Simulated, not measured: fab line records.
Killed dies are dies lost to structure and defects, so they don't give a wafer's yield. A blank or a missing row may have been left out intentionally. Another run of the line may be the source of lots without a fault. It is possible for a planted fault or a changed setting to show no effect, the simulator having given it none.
Comparing a struck lot with a sound one :: flow gf180mcu :: 16 steps out of a route of 602
Sound: the wafers L455.1, L455.2, L455.3. Struck: wafers L442.2, L442.5, L442.6. The cause is named last.
Each step with rows lists, per side, the tool, then ch with its chambers, then its first start. Under that, the readings that differ: sound wafers :: struck wafers :: difference of the means :: sigmas: that difference in standard deviations of wafers without a fault.
alike: same words and numbers on both sides, and readings whose means sit less than 2 such deviations apart. not compared: any withheld reading, any reading some wafer has no value for, any bound like >300 that may hide the same value, and any number with overlapping values for which the record gives no deviation.
The two part at a step that has a row with sigmas, a row that says differs or no value, or rows on one side only. Numbers that have no deviation but don't overlap get no sigmas and don't part them. A reading missing from all wafers of one side parts the sides only when that side holds two or more wafers.

GF_V5_CMP_04: polishes SiO2.
  sound on cmp-02 ch 0,1,3, day 32 03:08; struck on cmp-01 ch 0,1,3, day 29 02:28
  alike: motorCurrentA, retainingRingPressureFrac
GF_V5_BOW_MEAS_05:
  sound on filmMetro-01 at day 32 03:26; struck on filmMetro-03 at day 29 02:38
  alike: V5_BOW
then, 8 steps without rows for these wafers: GF_V5_DEHYDRATE_06 (time 60 s); GF_V5_HMDS_07 (prime time 60 s); GF_V5_COAT_08; GF_V5_COAT_09 (resist thk 1000 nm); GF_V5_SOFTBAKE_10 (time 60 s); GF_V5_EXPOSE_11 (exposes mask Via5, target cd 260 nm); GF_V5_PEB_12 (peb time 90 s); GF_V5_DEVELOP_13 (develop time 60 s).
GF_V5_CD_MEAS_14 targets a cd of 260 nm.
  sound on cdSem-02 at day 32 20:12; struck on cdSem-01 at day 29 21:48
  alike: cdNm
GF_V5_OVL_MEAS_15:
  sound on overlay-01 at day 32 20:19; struck on overlay-01 at day 29 21:55
  alike: V5_OVL
GF_V5_ETCH_16: etches BARC in N2/H2.
  sound on rieDiel-01 ch 1,2,3, day 32 20:22; struck on rieDiel-02 ch 0,3, day 29 21:57
  no value came back on the struck wafers for any of 5 readings (biasW (W), chamberPressureMTorr (mTorr) and others); on the sound wafers biasW (W) reads 100.58 100.11 100.04
GF_V5_ETCH_17: etches SiO2 in C4F8/O2/Ar, stops on TiN, target depth 855 nm.
  sound: rieDiel-01 ch 1,2,3; struck: rieDiel-02 ch 0,3
reading: oesProductAu (a.u.)
sound: 0.860 0.853 0.859
struck: 0.375 0.375 0.372
difference: -0.483
sigmas: -99 or more
  alike: biasW, chamberPressureMTorr
GF_V5_STRIP_18: strips in O2/N2.
  sound on plasmaAsher-01 ch 0,1, day 32 20:31; struck on plasmaAsher-03 ch 0,1, day 29 22:06
reading: oesProductAu (a.u.)
sound: 0.562 0.576 0.570
struck: 0.587 0.583 0.582
difference: +0.015
sigmas: +3
  alike: drypumpMotorCurrentA, heaterPowerW
  not compared: rfHoursCounterH
then, 1 step without rows for these wafers: GF_V5_STRIP_19 (strips in post etch residue remover, time 1200 s).

WHERE THEY PART
At GF_V5_ETCH_16 first; at GF_V5_STRIP_18 last (within this record only).

WHY: the cause the simulator had injected
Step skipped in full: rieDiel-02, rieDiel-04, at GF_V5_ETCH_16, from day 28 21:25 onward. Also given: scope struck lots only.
